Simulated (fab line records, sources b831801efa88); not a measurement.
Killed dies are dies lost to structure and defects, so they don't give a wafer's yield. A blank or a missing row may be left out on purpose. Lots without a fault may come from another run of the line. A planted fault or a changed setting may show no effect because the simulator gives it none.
Which tool did it? | flow gf180mcu | 13 lots, 39 wafers sampled, at 5 steps of a route of 602

WHAT THE GAUGES READ, wafer by wafer
GF_STI_BOW_MEAS_00.
lot  | measured    | on            | INCOMING_BOW (um)
L603 | day 1 20:00 | film_metro-02 | -9 -2 8
L606 | day 2 11:04 | film_metro-04 | -6 3 6
L608 | day 2 21:00 | film_metro-02 | 4 15 -10
L610 | day 3 07:02 | film_metro-01 | 2 1 15
L611 | day 3 12:01 | film_metro-02 | 2 -8 1
L612 | day 3 17:02 | film_metro-01 | -9 -3 5
L613 | day 3 22:04 | film_metro-04 | -13 -7 7
L614 | day 4 03:00 | film_metro-02 | -3 7 -4
L617 | day 4 18:01 | film_metro-04 | 2 11 -12
L620 | day 5 09:04 | film_metro-02 | 7 8 -5
L621 | day 5 14:02 | film_metro-01 | -8 1 3
L622 | day 5 19:01 | film_metro-01 | 4 9 -11
L623 | day 6 00:00 | film_metro-02 | -1 8 -8

GF_VT_IMPLANT_RS_MEAS_46: measures by four-point-probe.
lot  | measured     | on            | MVSD_RS (ohm/sq)
L603 | day 8 00:05  | film_metro-04 | 457.7 459.0 457.1
L606 | day 9 03:58  | film_metro-04 | 455.3 455.8 455.1
L608 | day 9 09:17  | film_metro-02 | 456.6 457.4 457.5
L610 | day 10 02:22 | film_metro-02 | 457.9 456.4 456.5
L611 | day 10 07:43 | film_metro-04 | 456.8 457.1 456.7
L612 | day 10 15:25 | film_metro-03 | 444.4 444.5 445.6
L613 | day 10 21:44 | film_metro-03 | 456.6 458.0 457.1
L614 | day 11 06:58 | film_metro-03 | 456.8 458.1 457.0
L617 | day 12 00:54 | film_metro-04 | 444.0 442.9 445.8
L620 | day 12 18:50 | film_metro-02 | 443.9 443.0 443.6
L621 | day 13 04:34 | film_metro-04 | 455.8 457.3 457.1
L622 | day 13 10:22 | film_metro-02 | 455.6 455.7 456.4
L623 | day 13 16:02 | film_metro-03 | 458.8 458.6 459.5

WHICH TOOL RAN EACH LOT (tool, then ch and the chambers of the sampled wafers, then the start)
lot  | GF_STI_CMP_25                | GF_MVSD_IMPLANT_08             | GF_VT_IMPLANT_STRIP_09
L603 | cmp-01 ch 0,2,3, day 2 13:50 | implanter-04 ch 0, day 4 21:35 | plasma_asher-01 ch 0,1, day 6 01:59
L606 | cmp-01 ch 1,2,3, day 3 05:44 | implanter-04 ch 0, day 5 15:45 | plasma_asher-03 ch 0,1, day 7 02:56
L608 | cmp-01 ch 0,1,3, day 3 15:21 | implanter-01 ch 0, day 6 01:05 | plasma_asher-01 ch 0, day 7 07:38
L610 | cmp-02 ch 0,3, day 4 03:00   | implanter-01 ch 0, day 6 15:06 | plasma_asher-03 ch 0,1, day 7 22:55
L611 | cmp-01 ch 0,2,3, day 4 07:14 | implanter-01 ch 0, day 6 19:56 | plasma_asher-02 ch 0,1, day 8 03:38
L612 | cmp-01 ch 1,2, day 4 12:19   | implanter-01 ch 0, day 7 03:04 | plasma_asher-02 ch 0,1, day 8 11:11
L613 | cmp-02 ch 0,2,3, day 4 17:27 | implanter-03 ch 0, day 7 07:41 | plasma_asher-03 ch 0,1, day 8 16:22
L614 | cmp-02 ch 0,1,2, day 5 01:01 | implanter-04 ch 0, day 7 16:14 | plasma_asher-02 ch 0,1, day 9 01:28
L617 | cmp-01 ch 0,1, day 5 13:59   | implanter-01 ch 0, day 8 07:21 | plasma_asher-03 ch 0,1, day 9 17:34
L620 | cmp-01 ch 1,2,3, day 6 05:20 | implanter-01 ch 0, day 8 22:42 | plasma_asher-02 ch 0,1, day 10 09:50
L621 | cmp-01 ch 0,1, day 6 11:10   | implanter-04 ch 0, day 9 07:45 | plasma_asher-02 ch 0,1, day 10 19:31
L622 | cmp-02 ch 2,3, day 6 15:36   | implanter-04 ch 0, day 9 11:17 | plasma_asher-02 ch 0,1, day 10 23:07
L623 | cmp-02 ch 1,2,3, day 6 20:55 | implanter-03 ch 0, day 9 16:46 | plasma_asher-03 ch 0,1, day 11 05:34
- GF_STI_CMP_25: polishes, stops on Si3N4, t overpolish 33 s, target thk 524.6 nm.
- GF_MVSD_IMPLANT_08
- GF_VT_IMPLANT_STRIP_09: strips in O2/N2.

WHAT THE TOOLS THEMSELVES READ (means of the sampled wafers that have a number; where no wafer has one, the mark that the record gives instead)
GF_STI_CMP_25.
lot  | tool   | motor_current_A (A) | overpolish_run_s (s) | slurry_flow_ml_min | time_to_endpoint_s (s)
L603 | cmp-01 | 12.6                | 33.001               | 149.8              | 118
L606 | cmp-01 | 11.4                | 32.991               | 150.1              | 116
L608 | cmp-01 | 12.0                | 32.998               | 150.1              | 120
L610 | cmp-02 | 12.6                | 32.992               | 149.8              | 118
L611 | cmp-01 | 12.6                | 33.001               | 150.0              | 124
L612 | cmp-01 | 12.2                | 32.999               | 150.2              | 120
L613 | cmp-02 | 13.5                | 33.000               | 149.7              | 119
L614 | cmp-02 | 13.8                | 33.006               | 150.2              | 120
L617 | cmp-01 | 11.6                | 33.000               | 149.9              | 121
L620 | cmp-01 | 11.7                | 33.000               | 150.6              | 121
L621 | cmp-01 | 12.1                | 33.002               | 150.4              | 119
L622 | cmp-02 | 13.2                | 33.002               | 150.0              | 122
L623 | cmp-02 | 13.4                | 32.997               | 149.9              | 120

GF_MVSD_IMPLANT_08.
lot  | tool         | beam_energy_keV
L603 | implanter-04 | 400.00
L606 | implanter-04 | 399.96
L608 | implanter-01 | 399.93
L610 | implanter-01 | 399.99
L611 | implanter-01 | 400.21
L612 | implanter-01 | 467.49
L613 | implanter-03 | 399.97
L614 | implanter-04 | 400.03
L617 | implanter-01 | 467.52
L620 | implanter-01 | 467.51
L621 | implanter-04 | 400.00
L622 | implanter-04 | 400.05
L623 | implanter-03 | 399.94

GF_VT_IMPLANT_STRIP_09.
lot  | tool            | drypump_motor_current_A (A) | heater_power_w (W) | oes_product_au (a.u.) | strip_time_to_endpoint_s (s)
L603 | plasma_asher-01 | 5.8                         | 327                | 0.718                 | 12.68
L606 | plasma_asher-03 | 5.3                         | 316                | 0.720                 | 12.65
L608 | plasma_asher-01 | 5.8                         | 309                | 0.712                 | 12.68
L610 | plasma_asher-03 | 5.3                         | 323                | 0.714                 | 12.63
L611 | plasma_asher-02 | 5.7                         | 333                | 0.719                 | 12.62
L612 | plasma_asher-02 | 5.7                         | 332                | 0.718                 | 12.56
L613 | plasma_asher-03 | 5.6                         | 320                | 0.718                 | 12.62
L614 | plasma_asher-02 | 5.7                         | 329                | 0.716                 | 12.64
L617 | plasma_asher-03 | 5.6                         | 323                | 0.715                 | 12.64
L620 | plasma_asher-02 | 5.7                         | 331                | 0.723                 | 12.70
L621 | plasma_asher-02 | 5.9                         | 319                | 0.718                 | 12.68
L622 | plasma_asher-02 | 5.7                         | 328                | 0.717                 | 12.61
L623 | plasma_asher-03 | 5.3                         | 317                | 0.714                 | 12.65

THE ANSWER, worked out from the rows above alone
Rule: what is usual is taken from the lots themselves. Put in order of their means at a reading, lots are off if they are a third of the lots or fewer, leave a main group of 4 or more, and stand apart from it by a gap of 3 or more times the standard deviation of the main group's means; of several such gaps the widest counts. A main group whose means are all the same, to the digits that the tables above print for the reading, isn't used. A lot without any number at a reading at which 4 lots or more have one is off too. The other lots that the step has rows for count as sound. The gauges are gone through in route order, then the tools' own readings, and for those a lot's mean is taken as printed above. The first step at which some lot is off is used, and at that step the reading that is off furthest; a lot without a number counts as furthest.
Off: L612, L617, L620, at GF_VT_IMPLANT_RS_MEAS_46 (MVSD_RS). The main group: mean 457.0 ohm/sq, standard deviation 0.94.
A tool fits if, at a process step before that reading, it ran every lot that is off, and no sound lot after the first of them. The gauges at GF_VT_IMPLANT_RS_MEAS_46 aren't tried: what is off there is off at GF_MVSD_IMPLANT_08 too, on other tools, and a gauge's error can't cause that. One fits: implanter-01 at GF_MVSD_IMPLANT_08. Its last sound lot is L611 (day 6 19:56), its first lot that is off L612 (day 7 03:04): a fault that began between those two fits.
The tool's own readings at GF_MVSD_IMPLANT_08 bear it out: on the lots that are off they differ by more than 5 times the standard deviation of the sound lots' means. beam_energy_keV reads 467.51 there against 400.01 on the sound lots.

WHAT THE SIMULATOR HAD PUT IN
Process parameter drift: implanter-01, from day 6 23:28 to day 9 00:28, at GF_MVSD_IMPLANT_08. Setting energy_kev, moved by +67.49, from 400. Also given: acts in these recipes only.
Lots struck among those shown: L612, L617, L620. The rule above found the same.
